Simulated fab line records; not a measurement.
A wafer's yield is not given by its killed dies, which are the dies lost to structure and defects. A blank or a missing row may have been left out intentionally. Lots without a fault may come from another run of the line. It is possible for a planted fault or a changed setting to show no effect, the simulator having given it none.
Problem report in the 8D (eight disciplines) form, filled by code    flow sky130    the parts of the form that need people (team, actions taken, sign-off) are left out

## 1. WHAT WENT WRONG
killed_at_M4_up at SKY_PAD_OPEN_PROBE_99 reads a mean of 47.7 on 6 wafers of 2 lots; wafers without a fault read 3.1 with a standard deviation of 1.9. That puts it +23 standard deviations away from the usual mean.
Seen first at day 47 23:32 on prober-02, wafer L144.1. At this step, 36 wafers from 12 lots have a number in the record. Rule for "out" (also "out of limits"): further than 4 standard deviations from the usual mean. Any other wafer with a number is counted as sound.

## 2. WHAT THIS IS AND IS NOT
question                     is                      is not
which readings at this step  killed_at_M4_up         killed_at_M0_to_M3, killed_at_other, killed_open, sort_bin_6_memory
which lots                   L144, L145              L135, L138, L140, L147, L149, L150, L152, L154, L156, L158
which wafers of those lots   all that have a number  -
read on which tools          prober-01, prober-02    -
when                         from day 47 23:32       up to then (9 sound wafers); but 21 sound wafers of L147, L149, L150, L152, L154, L156, L158 came after

## 3. WHAT RULES OUT EACH SUSPECT
Counting: any tool at a process step up to the reading is kept as a suspect provided that every lot that is out went through it and no sound lot did after the first of them.
- pvd_sputter-02 at SKY_METAL4_SPUTTER_01 (material TiN, target thk 20 nm, time 16.7 s): ruled out as a lasting fault. Sound lots L156, L158 ran on it after its first lot that is out, L144 (day 42 08:32).
- plasma_asher-02 at SKY_METAL5_STRIP_16 (strips in O2/N2): kept. All lots that are out passed through it, beginning with L144 at day 46 04:20, and no sound lot followed; its final sound lot before that point was L135 at day 43 19:25.
After counting, what remains is plasma_asher-02 at SKY_METAL5_STRIP_16.

## 4. THE CAUSE (what the simulator had put in)
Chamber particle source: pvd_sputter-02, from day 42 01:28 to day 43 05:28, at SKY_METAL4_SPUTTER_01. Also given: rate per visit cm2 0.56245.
The count ruled it out by mistake, since the rule takes a fault to strike every lot its tool runs from the start of the fault on, and this one did not do so.

## 5. SEQUENCE OF EFFECTS, ordered by route
Each row: a reading whose mean over the struck wafers that have a number lies more than 3 standard deviations from the usual. Only readings for which the record gives a usual standard deviation are gone through. hours: the time from each lot's start at the first step in this table that gives one to its start at this step, as a median over the lots. sigmas: the change in usual standard deviations.
hours  step                   reading               usual   on struck wafers  change  sigmas
0      SKY_PAD_OPEN_PROBE_99  defect_limited_yield  82.8 %  73.9              -8.9    -4.9
0      SKY_PAD_OPEN_PROBE_99  killed_at_M4_up       3.1     47.7              +44.6   +23
0      SKY_PAD_OPEN_PROBE_99  killed_dies           85      128               +43     +4.9
0      SKY_PAD_OPEN_PROBE_99  sort_bin_3_pad_short  0.8 %   2.2               +1.4    +3.5
0      SKY_PAD_OPEN_PROBE_99  sort_bin_5_function   10.4 %  17.1              +6.7    +4.5
0      SKY_PAD_OPEN_PROBE_99  sort_n_pass           407     364               -43     -4.9
0      SKY_PAD_OPEN_PROBE_99  sort_yield_pct        82.8 %  73.9              -8.9    -4.9
The process steps in it:
- SKY_PAD_OPEN_PROBE_99

## 6. WHAT WOULD HAVE CAUGHT IT SOONER
142 hours passed between the start of the fault at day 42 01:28 and the first reading out of limits in this record, taken at day 47 23:32.
Of the tool readings at SKY_METAL4_SPUTTER_01 for which the record gives a usual standard deviation, none was out on any struck wafer, so an alarm limit of 4 standard deviations on them would not have fired.
